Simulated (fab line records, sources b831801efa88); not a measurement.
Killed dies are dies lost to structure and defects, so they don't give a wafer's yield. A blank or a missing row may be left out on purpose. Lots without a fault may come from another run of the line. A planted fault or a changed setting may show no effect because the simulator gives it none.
Chamber matching | flow sky130 | SKY_LI_CONTACT_CMP_02 on cmp-01: 3 sister chambers
The step polishes PSG. 3 wafers are shown with their chamber, then 7 later ones without.

WAFERS WITH THEIR CHAMBER
wafer  | chamber | motor_current_A (A)
L794.4 | 0       | 11.3
L802.2 | 2       | 11.3
L802.4 | 3       | 11.5

WAFERS WITHOUT THEIR CHAMBER
wafer  | motor_current_A (A)
L802.5 | 11.8
L803.1 | 11.5
L803.5 | 10.8
L803.6 | 12.2
L804.2 | 12.0
L804.5 | 12.8
L804.6 | 12.0

WHICH CHAMBER EACH WENT THROUGH
wafer  | from the rows above          | in truth
L802.5 | can't be placed: 3 or 0 or 2 | 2
L803.1 | can't be placed: 3 or 0 or 2 | 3
L803.5 | can't be placed: 0 or 2 or 3 | 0
L803.6 | can't be placed: 3 or 0 or 2 | 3
L804.2 | can't be placed: 3 or 0 or 2 | 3
L804.5 | can't be placed: 3 or 0 or 2 | 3
L804.6 | can't be placed: 3 or 0 or 2 | 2
Placed correctly: 0 of 7. Can't be placed from these rows: 7 (the true chamber is among the candidates in 7). Placed wrongly: 0.
How it was worked out, from the rows above alone: a wafer's distance from a chamber is the root of the sum, over the readings, of the square of ((its reading less the chamber's mean) divided by the reading's scatter). The wafer belongs to the nearest chamber; if the next one is less than 2 further off, it can't be placed. A chamber's mean is the mean of its shown wafers. The scatter: with one shown wafer a chamber, the root of the mean of the squares of how far each hidden wafer lies from its nearest shown one.
